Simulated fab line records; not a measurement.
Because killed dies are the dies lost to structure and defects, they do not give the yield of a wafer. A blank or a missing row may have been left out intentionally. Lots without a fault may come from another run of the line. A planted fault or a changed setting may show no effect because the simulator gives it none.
What tool caused it? | flow gf180mcu | 14 lots with 40 wafers sampled at 5 steps, on a route of 602 steps

## WHAT THE GAUGES READ, wafer by wafer
GF_V3_THK_MEAS_01.
lot  | measured     | on            | V3_CVD_00_THK (nm)
L598 | day 21 10:05 | film metro-03 | 617 607 610
L599 | day 21 22:59 | film metro-04 | 604 598 602
L600 | day 22 03:01 | film metro-04 | 601 607 599
L602 | day 23 08:09 | film metro-04 | 601 593 607
L604 | day 23 21:40 | film metro-04 | 591 586 589
L605 | day 24 01:31 | film metro-04 | 605 595 598
L606 | day 24 10:35 | film metro-04 | 611 606 603
L607 | day 24 12:50 | film metro-04 | 610 609 605
L609 | day 25 18:32 | film metro-04 | 594 598 583
L612 | day 26 13:38 | film metro-01 | 605 598 600
L614 | day 27 05:37 | film metro-04 | 601 591 599
L615 | day 27 10:08 | film metro-01 | 600 604 602
L618 | day 28 06:22 | film metro-01 | 296
L620 | day 28 19:01 | film metro-04 | 607 306 606

GF_V3_THK_MEAS_03.
lot  | measured     | on            | V3_CVD_02_THK (nm)
L598 | day 21 10:13 | film metro-04 | 824 852 850
L599 | day 21 23:07 | film metro-03 | 835 847 850
L600 | day 22 03:09 | film metro-03 | 851 835 862
L602 | day 23 08:17 | film metro-01 | 846 853 852
L604 | day 23 21:47 | film metro-03 | 872 852 875
L605 | day 24 01:39 | film metro-01 | 842 851 842
L606 | day 24 10:43 | film metro-03 | 855 857 868
L607 | day 24 12:58 | film metro-04 | 837 824 853
L609 | day 25 18:40 | film metro-04 | 839 853 849
L612 | day 26 13:46 | film metro-04 | 847 846 855
L614 | day 27 05:45 | film metro-01 | 853 863 861
L615 | day 27 10:16 | film metro-03 | 826 845 837
L618 | day 28 06:30 | film metro-03 | 857
L620 | day 28 19:09 | film metro-03 | 838 832 846

GF_V3_OVL_MEAS_15.
lot  | measured     | on         | V3_OVL (nm)
L598 | day 22 10:43 | overlay-02 | 12 8 12
L599 | day 22 23:13 | overlay-01 | 4 3 3
L600 | day 23 03:17 | overlay-02 | 3 -1 1
L602 | day 24 07:16 | overlay-02 | -1 6 0
L604 | day 24 20:24 | overlay-02 | 6 8 11
L605 | day 24 23:45 | overlay-02 | 13 11 -8
L606 | day 25 09:00 | overlay-02 | 6 4 9
L607 | day 25 11:08 | overlay-02 | -4 -2 6
L609 | day 26 15:38 | overlay-02 | 6 8 3
L612 | day 27 10:37 | overlay-02 | 0 6 12
L614 | day 28 01:53 | overlay-01 | 8 9 13
L615 | day 28 06:40 | overlay-02 | 5 1 -2
L618 | day 29 02:20 | overlay-02 | 8
L620 | day 29 15:04 | overlay-02 | 14 0 11

## WHICH TOOL RAN EACH LOT (tool, then ch and the chambers of the sampled wafers, then the start)
lot  | GF_V2_ETCH_17                                 | GF_V3_CVD_00
L598 | rie diel-04 ch 0,1, day 21 09:59 or earlier   | hdpcvd-02 ch 1,2, day 21 09:59
L599 | rie diel-03 ch 0,1,2, day 21 22:55 or earlier | hdpcvd-01 ch 0,1, day 21 22:55
L600 | rie diel-04 ch 1,2, day 22 02:56 or earlier   | hdpcvd-01 ch 1,2, day 22 02:56
L602 | rie diel-02 ch 0,3, day 23 08:05 or earlier   | hdpcvd-01 ch 0,1,2, day 23 08:05
L604 | rie diel-04 ch 0,2, day 23 21:35 or earlier   | hdpcvd-02 ch 0,2, day 23 21:35
L605 | rie diel-03 ch 0,3, day 24 01:25 or earlier   | hdpcvd-02 ch 0,1,2, day 24 01:25
L606 | rie diel-04 ch 0,1,2, day 24 10:29 or earlier | hdpcvd-01 ch 1,2, day 24 10:29
L607 | rie diel-03 ch 0,1,2, day 24 12:43 or earlier | hdpcvd-01 ch 1,2, day 24 12:43
L609 | rie diel-02 ch 0,1,2, day 25 18:28 or earlier | hdpcvd-02 ch 0,2, day 25 18:28
L612 | rie diel-04 ch 1,2, day 26 13:34 or earlier   | hdpcvd-01 ch 0,1,2, day 26 13:34
L614 | rie diel-03 ch 1,2, day 27 05:32 or earlier   | hdpcvd-02 ch 1,2, day 27 05:32
L615 | rie diel-02 ch 1,2,3, day 27 10:04 or earlier | hdpcvd-01 ch 1,2, day 27 10:04
L618 | rie diel-04 ch 2, day 28 06:17 or earlier     | hdpcvd-02 ch 0, day 28 06:17
L620 | rie diel-03 ch 0,1,3, day 28 18:57 or earlier | hdpcvd-02 ch 0,1,2, day 28 18:57
- GF_V2_ETCH_17: etches SiO2 in C4F8/O2/Ar, stops on TiN, target depth 630 nm.
- GF_V3_CVD_00: deposits SiO2, target thk 600 nm, time 100 s.

## AS READ BY THE TOOLS THEMSELVES (means over the sampled wafers that have a number; for cases with no such wafer, the mark the record gives instead)
GF_V2_ETCH_17.
lot  | tool        | oes product au (a.u.)
L598 | rie diel-04 | 0.857
L599 | rie diel-03 | 0.858
L600 | rie diel-04 | 0.851
L602 | rie diel-02 | 0.857
L604 | rie diel-04 | 0.861
L605 | rie diel-03 | 0.855
L606 | rie diel-04 | 0.859
L607 | rie diel-03 | 0.856
L609 | rie diel-02 | 0.854
L612 | rie diel-04 | 0.858
L614 | rie diel-03 | 0.856
L615 | rie diel-02 | 0.859
L618 | rie diel-04 | 0.857
L620 | rie diel-03 | 0.856

GF_V3_CVD_00.
lot  | tool      | sih4 flow sccm (sccm)
L598 | hdpcvd-02 | 59.91
L599 | hdpcvd-01 | 60.21
L600 | hdpcvd-01 | 60.07
L602 | hdpcvd-01 | 59.97
L604 | hdpcvd-02 | 60.02
L605 | hdpcvd-02 | 59.84
L606 | hdpcvd-01 | 59.89
L607 | hdpcvd-01 | 59.93
L609 | hdpcvd-02 | 60.14
L612 | hdpcvd-01 | 60.01
L614 | hdpcvd-02 | 60.14
L615 | hdpcvd-01 | 60.18
L618 | hdpcvd-02 | 29.85
L620 | hdpcvd-02 | 50.11

## THE ANSWER, worked out from the rows above alone
Rule: usual is defined by the lots themselves. Put in order of their means at a reading, lots are off if they are a third of the lots or fewer, leave a main group of 4 or more, and stand apart from it by a gap of 3 or more times the standard deviation of the main group's means; of several such gaps the widest counts. Not used: any main group whose means are identical at the precision the tables above print for the reading. Also off: a lot with no number at a reading for which 4 or more lots have one. All remaining lots with rows at the step are treated as sound. After the gauges, taken in route order, come the tools' own readings; for these a lot's mean is taken, as printed above. At the first step where some lot is off, the reading lying furthest off is the one used; lots without a number count as furthest.
Off: at GF_V3_THK_MEAS_01 (V3_CVD_00_THK), L618, L620. The main group has a mean of 601 nm with a standard deviation of 6.1.
A tool fits if, at a process step before that reading, it ran every lot that is off, and no sound lot after the first of them. The gauges at GF_V3_THK_MEAS_01 aren't tried: what is off there is off at GF_V3_CVD_00 too, on other tools, and a gauge's error can't cause that. GF_V2_ETCH_17 gives no start for some lots, so the hours and the order of its lots are those of GF_V3_CVD_00. One fits: hdpcvd-02 at GF_V3_CVD_00. A fault onset in the window from L614 (day 27 05:32, its last sound lot) to L618 (day 28 06:17, its first lot off) fits.
The tool's own readings at GF_V3_CVD_00 bear it out: on the lots that are off they differ by more than 5 times the standard deviation of the sound lots' means. sih4 flow sccm reads 39.98 sccm there against 60.03 sccm on the sound lots.

## WHAT THE SIMULATOR HAD PUT IN
hdpcvd-02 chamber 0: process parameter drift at GF_V3_CVD_00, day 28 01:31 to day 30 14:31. A move of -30 in setting sih4 flow sccm, from 60. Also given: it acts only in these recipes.
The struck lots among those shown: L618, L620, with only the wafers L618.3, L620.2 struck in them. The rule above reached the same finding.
